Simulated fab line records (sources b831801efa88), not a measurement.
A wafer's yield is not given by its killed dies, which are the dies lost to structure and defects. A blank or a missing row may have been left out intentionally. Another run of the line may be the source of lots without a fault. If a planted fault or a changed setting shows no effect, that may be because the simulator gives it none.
Chamber matching :: flow sky130 :: rie-diel-02 running SKY_VIA1_ETCH_15: 4 sister chambers
The step etches SiO2 in C4F8/O2/Ar, stops on TiN, target depth 351 nm, time 54 s. 4 wafers are shown with their chamber, then 7 later ones without.

WAFERS PAIRED WITH THEIR CHAMBERS
wafer: L997.6
chamber: 3
run-length-s (s): 82.3

wafer: L999.3
chamber: 0
run-length-s (s): 82.8

wafer: L111.1
chamber: 1
run-length-s (s): 81.6

wafer: L111.4
chamber: 2
run-length-s (s): 82.1

WAFERS MISSING THEIR CHAMBER
wafer: L111.5
run-length-s (s): 82.3

wafer: L112.1
run-length-s (s): 82.5

wafer: L112.3
run-length-s (s): 82.3

wafer: L112.6
run-length-s (s): 82.1

wafer: L113.4
run-length-s (s): 81.6

wafer: L113.5
run-length-s (s): 82.0

wafer: L113.6
run-length-s (s): 82.1

CHAMBER TAKEN BY EACH
wafer: L111.5
from the rows above: 3
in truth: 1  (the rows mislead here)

wafer: L112.1
from the rows above: can't be placed: 3 or 0
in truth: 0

wafer: L112.3
from the rows above: 3
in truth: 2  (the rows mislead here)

wafer: L112.6
from the rows above: 2
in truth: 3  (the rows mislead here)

wafer: L113.4
from the rows above: 1
in truth: 1

wafer: L113.5
from the rows above: 2
in truth: 2

wafer: L113.6
from the rows above: 2
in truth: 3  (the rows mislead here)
2 of 7 placed correctly. From these rows, 1 cannot be placed; in 1 the true chamber is one of the candidates. 4 placed wrongly.
How it was worked out, from the rows above alone: a wafer's distance from a chamber is the root of the sum, over the readings, of the square of ((its reading less the chamber's mean) divided by the reading's scatter). If the next closest chamber is less than 2 further off than the closest, the wafer can't be placed; otherwise it belongs to the closest. For every chamber, the mean is computed from those of its wafers that are shown. The scatter (one wafer shown for each chamber): square how far every hidden wafer sits from the nearest shown wafer, average those squares and take the square root.
